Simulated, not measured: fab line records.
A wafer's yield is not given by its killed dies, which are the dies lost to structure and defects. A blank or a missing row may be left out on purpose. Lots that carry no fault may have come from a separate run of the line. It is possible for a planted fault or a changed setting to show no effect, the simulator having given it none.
Comparing a struck lot with a sound one / flow sky130 / 35 steps out of a route of 708
Sound: the wafers L102.1, L102.3, L102.5. Struck: wafer L107.5 (L107.2, L107.3, from the same lot, were not struck and are left out); the cause is given at the end.
Each step with rows lists, per side, the tool, then ch with its chambers, then its first start. Under that, the readings that differ: sound wafers / struck wafers / difference of the means / sigmas: that difference in standard deviations of wafers without a fault.
alike: a reading whose means differ by less than 2 such deviations, as well as words and numbers matching on both sides. not compared: withheld readings; readings where some wafer has no value; bounds like >300 that might hide an equal value; numbers whose values overlap and for which the record gives no deviation.
A row with sigmas, a row that says differs or no value, or rows on one side alone: a step with any of these is where the two part. When numbers do not overlap yet have no deviation, they are printed without sigmas and do not part them. Lack of a reading on every wafer of one side parts them only where that side has two or more wafers.

first, 8 steps without rows for these wafers: SKY_CAPM_SPUTTER_02 (material TiN, target thk 200 nm, time 166.7 s); SKY_CAPM_DEHYDRATE_05 (time 60 s); SKY_CAPM_HMDS_06 (prime time 60 s); SKY_CAPM_COAT_07 (resist thk 1140 nm); SKY_CAPM_SOFTBAKE_08 (time 60 s); SKY_CAPM_EXPOSE_09 (exposes mask CAPM, target cd 1000 nm); SKY_CAPM_PEB_10; SKY_CAPM_DEVELOP_11 (develop time 60 s).
SKY_CAPM_METAL_ETCH_13: etches TiN in Cl2/BCl3, stops on SiO2, target depth 220 nm, time 62.9 s.
  sound on rie_metal-01 ch 0, day 41 23:20; struck on rie_metal-01 ch 0, day 43 03:43
  alike: bias_w, drypump_motor_current_A, oes_product_au, throttle_valve_pct
  not compared: rf_hours_counter_h
then, 25 steps without rows for these wafers: SKY_CAPM_STRIP_14 (strips in O2/N2); SKY_CAPM_STRIP_15 (strips in post etch residue remover, time 1200 s); SKY_CAPM_CLEAN_16 (cleans in IPA, time 180 s); SKY_CAPM_CLEAN_17 (cleans in O3/DIW); SKY_METAL3_DEHYDRATE_05 (time 60 s); SKY_METAL3_HMDS_06 (prime time 60 s); SKY_METAL3_COAT_07 (resist thk 60 nm); SKY_METAL3_COAT_08 (resist thk 1140 nm); SKY_METAL3_SOFTBAKE_09 (time 90 s); SKY_METAL3_EXPOSE_10 (exposes mask MM3, target cd 300 nm); SKY_METAL3_PEB_11; SKY_METAL3_DEVELOP_12 (develop time 60 s); SKY_METAL3_DESCUM_15 (chemistry O2, time 8 s); SKY_METAL3_ETCH_16 (etches BARC in N2/H2, stops on SiO2, time 88.2 s, target depth 60 nm); SKY_METAL3_ETCH_17 (etches SiO2 in C4F8/O2/Ar, stops on TiN, time 3.9 s, target depth 15 nm); SKY_METAL3_METAL_ETCH_18 (etches the open film in Cl2/BCl3, stops on SiO2, target depth 845 nm, time 183.1 s); SKY_METAL3_STRIP_19 (strips in O2/N2); SKY_METAL3_STRIP_20 (strips in post etch residue remover, time 1200 s); SKY_METAL3_CLEAN_21 (cleans in IPA, time 180 s); SKY_METAL3_CLEAN_22 (cleans in O3/DIW); SKY_VIA3_HDPCVD_00 (deposits SiO2, target thk 1635 nm, time 272.5 s); SKY_VIA3_CMP_02 (polishes SiO2); SKY_VIA3_DEHYDRATE_04 (time 60 s); SKY_VIA3_HMDS_05 (prime time 60 s); SKY_VIA3_COAT_06 (resist thk 60 nm).
-- the record jumps here: 7 days lie between the struck wafers' starts before and after (it left off in module VIA3 and takes up again in module PAD_OPEN, whose first step shown is number 708 of the route) --
SKY_PAD_OPEN_PROBE_99:
  sound on prober-02, day 49 08:27; struck on prober-01, day 50 07:46
reading=hold; sound=- - -; struck=await_dispo/5.9h/release; difference=no value on the sound wafers; sigmas=
reading=defect_limited_yield (%); sound=84.1 83.3 80.1; struck=74.2; difference=-8.3; sigmas=-5
reading=killed_at_front_end; sound=15 17 23; struck=9; difference=-9; sigmas=-2
reading=killed_at_other; sound=0 1 0; struck=43; difference=+43; sigmas=+65
reading=killed_dies; sound=78 82 98; struck=127; difference=+41; sigmas=+5
reading=sort_bin_3_pad_short (%); sound=0.6 0.2 1.0; struck=1.8; difference=+1.2; sigmas=+3
reading=sort_bin_5_function (%); sound=10.2 10.2 11.0; struck=16.5; difference=+6.0; sigmas=+4
reading=sort_n_pass; sound=414 410 394; struck=365; difference=-41; sigmas=-5
reading=sort_yield_pct (%); sound=84.1 83.3 80.1; struck=74.2; difference=-8.3; sigmas=-5
reading=model.etest.tester.sort_n_pass; sound=414 410 394; struck=365; difference=-41; sigmas=
reading=model.etest.tester.sort_yield_pct (%); sound=84.15 83.33 80.08; struck=74.19; difference=-8.33; sigmas=
reading=model.etest.tester.sort_bin_5_pct (%); sound=10.16 10.16 10.98; struck=16.46; difference=+6.03; sigmas=
reading=model.etest.tester.sort_bin_3_pct (%); sound=0.6098 0.2033 1.016; struck=1.829; difference=+1.219; sigmas=
  alike: killed_at_M0_to_M3, killed_at_M4_up, killed_at_contacts, killed_open, killed_short, sort_bin_6_memory

WHERE THEY PART
SKY_PAD_OPEN_PROBE_99 only, going by this record.

WHY: what the simulator had put in
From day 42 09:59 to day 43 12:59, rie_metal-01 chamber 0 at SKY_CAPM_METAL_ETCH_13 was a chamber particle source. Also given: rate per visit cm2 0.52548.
